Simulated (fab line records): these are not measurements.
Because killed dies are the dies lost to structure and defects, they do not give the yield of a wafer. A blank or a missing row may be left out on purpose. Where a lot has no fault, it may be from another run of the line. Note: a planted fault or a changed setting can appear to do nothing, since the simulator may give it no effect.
8D (eight disciplines) problem report, filled in by code	flow sky130	the parts of the form that need people (team, actions taken, sign-off) are left out

== 1. PROBLEM STATEMENT ==
At SKY_POLY_CUT_ETCH_11, runLengthS averages 73.3 s over 4 wafers from 3 lots, while fault-free wafers read 70.8 s, standard deviation 0.54. Measured from the usual mean, that is +4.7 standard deviations.
The step: etches Si3N4 in CF4/CH2F2/Ar, stops on poly-Si, time 42.5 s, target depth 60 nm.
Earliest sighting: wafer L348.1 on rieDiel-03 at day 30 05:20. At this step, 19 wafers from 7 lots have a number in the record. Rule for "out" (also "out of limits"): further than 4 standard deviations from the usual mean. The rest of the wafers with a number are treated as sound.

== 2. WHAT IT IS AND WHAT IT IS NOT ==
question	is	is not
which readings at this step	runLengthS	ch2f2FlowSccm, drypumpMotorCurrentA, throttleValvePct
which lots	L348, L349, L351	L334, L343, L353, L354
which wafers of those lots	L348.1, L348.4, L349.1, L351.4	L348.5, L349.2, L351.2
read on which tools	rieDiel-03	rieDiel-01, rieDiel-02
when	from day 30 05:20	up to then (7 sound wafers); but 8 sound wafers of L349, L351, L353, L354 came after

== 3. THE SUSPECTS, EACH WITH WHAT RULES IT OUT ==
Counting: if a tool at a process step up to the reading ran every lot that is out, it stays a suspect. Sound lots after the first of them don't rule it out here, since some wafers of a struck lot are sound.
- rieDiel-03 at SKY_POLY_CUT_ETCH_10 (etches BARC in N2/H2, stops on SiO2, time 45.9 s, target depth 60 nm): kept. Ran every lot that is out, first one L348 (day 30 05:17); last sound lot up to then L334 (day 25 06:01).
- rieDiel-03 at SKY_POLY_CUT_ETCH_11 (etches Si3N4 in CF4/CH2F2/Ar, stops on poly-Si, time 42.5 s, target depth 60 nm): kept. Ran every lot that is out, first one L348 (day 30 05:20); last sound lot up to then L334 (day 25 06:04). Out on those wafers are its own readings of runLengthS.
After counting, rieDiel-03 at SKY_POLY_CUT_ETCH_10 and rieDiel-03 at SKY_POLY_CUT_ETCH_11 remain.

== 4. THE CAUSE (what the simulator had put in) ==
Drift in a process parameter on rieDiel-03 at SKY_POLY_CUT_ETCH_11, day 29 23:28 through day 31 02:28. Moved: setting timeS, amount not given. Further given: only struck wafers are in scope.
Counting leaves 2 suspects; this tool is one of them.

== 5. SEQUENCE OF EFFECTS, ordered by route ==
Each row: a reading where the mean over the struck wafers with a number is more than 3 standard deviations away from the usual. Only readings for which the record gives a usual standard deviation are gone through. hours: the time from each lot's start at the first step in this table that gives one to its start at this step, as a median over the lots. sigmas: the change in usual standard deviations.
hours	step	reading	usual	on struck wafers	change	sigmas
0	SKY_POLY_CUT_ETCH_11	oesProductAu	0.835 a.u.	0.811	-0.024	-3.8
0	SKY_POLY_CUT_ETCH_11	runLengthS	70.8 s	73.3	+2.5	+4.7
It contains these process steps:
- SKY_POLY_CUT_ETCH_11: etches Si3N4 in CF4/CH2F2/Ar, stops on poly-Si, time 42.5 s, target depth 60 nm.

== 6. HOW IT WOULD HAVE BEEN CAUGHT EARLIER ==
In this record no reading fell out of limits until day 30 05:20, 6 hours after the fault had begun at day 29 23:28.
